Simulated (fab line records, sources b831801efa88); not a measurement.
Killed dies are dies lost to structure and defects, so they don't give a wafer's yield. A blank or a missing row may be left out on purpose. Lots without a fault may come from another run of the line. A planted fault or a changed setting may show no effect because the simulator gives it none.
One fault seen from 2 desks | flow gf180mcu | each desk has only its own numbers; what lay behind them comes last

THE TOOL OWNER'S DESK: cvd_w-01
The tool's own readings at GF_V1_CVD_23 (deposits W, target thk 350 nm, time 105.05 s): means of the sampled wafers that have a number, for each lot that ran on this tool. A lot is out of limits, marked OUT, if its mean lies more than 4 standard deviations from the usual mean; the brackets give that distance.
Columns: A = chamber_pressure_Torr at GF_V1_CVD_23, usual 39.99 Torr; B = heater_power_outer_w at GF_V1_CVD_23, usual 537 W; C = heater_power_w at GF_V1_CVD_23, usual 859 W
lot  | first seen here | A                | B   | C
L453 | day 18 10:05    | 39.98            | 502 | 809
L456 | day 19 11:26    | 40.03            | 509 | 821
L464 | day 22 12:07    | 40.75 (+7.6) OUT | 519 | 807
L465 | day 22 16:11    | 41.42 (+14) OUT  | 483 | 781
L474 | day 25 14:00    | 40.05            | 539 | 850
This desk's finding: out of limits on L464, L465; first on L464, day 22 12:07 (chamber_pressure_Torr at GF_V1_CVD_23). In limits: L453, L456, L474.

THE METROLOGY DESK
What the gauges read, lot by lot, whatever tool the lot ran on: means of the sampled wafers that have a number. A lot is out of limits, marked OUT, if its mean lies more than 4 standard deviations from the usual mean; the brackets give that distance.
Columns: A = cd_nm at GF_V1_CD_MEAS_14, usual 260.2 nm; B = V1_OVL at GF_V1_OVL_MEAS_15, usual 1 nm; C = V1_W_RS at GF_V1_RS_MEAS_24, usual 0.331 ohm/sq
lot  | first seen here | A     | B  | C
L453 | day 18 09:10    | 261.9 | -3 | 0.320
L456 | day 19 10:29    | 260.5 | -1 | 0.328
L464 | day 22 11:11    | 260.0 | 7  | 0.324
L465 | day 22 15:15    | 258.5 | 0  | 0.325
L474 | day 25 13:05    | 261.7 | 4  | 0.336
L476 | day 26 00:56    | 261.9 | -2 | 0.332
This desk's finding: nothing out of limits on any of the 6 lots.

PUT TOGETHER
The tool owner's desk could have raised an alarm at day 22 12:07, on L464, L465.
The metrology desk saw nothing out of limits.
The metrology desk has L464, L465 on record, within its limits.
Of the lots named, all ran GF_V1_CVD_23 on cvd_w-01.

WHAT THE SIMULATOR HAD PUT IN
Process parameter drift: cvd_w-01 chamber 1, from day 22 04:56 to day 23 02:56, at GF_V1_CVD_23. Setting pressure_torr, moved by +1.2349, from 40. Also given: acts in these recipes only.
Lots struck among those shown: L464, L465.
Hours from the fault's start to each desk's first reading out of limits: the tool owner's desk, 7.
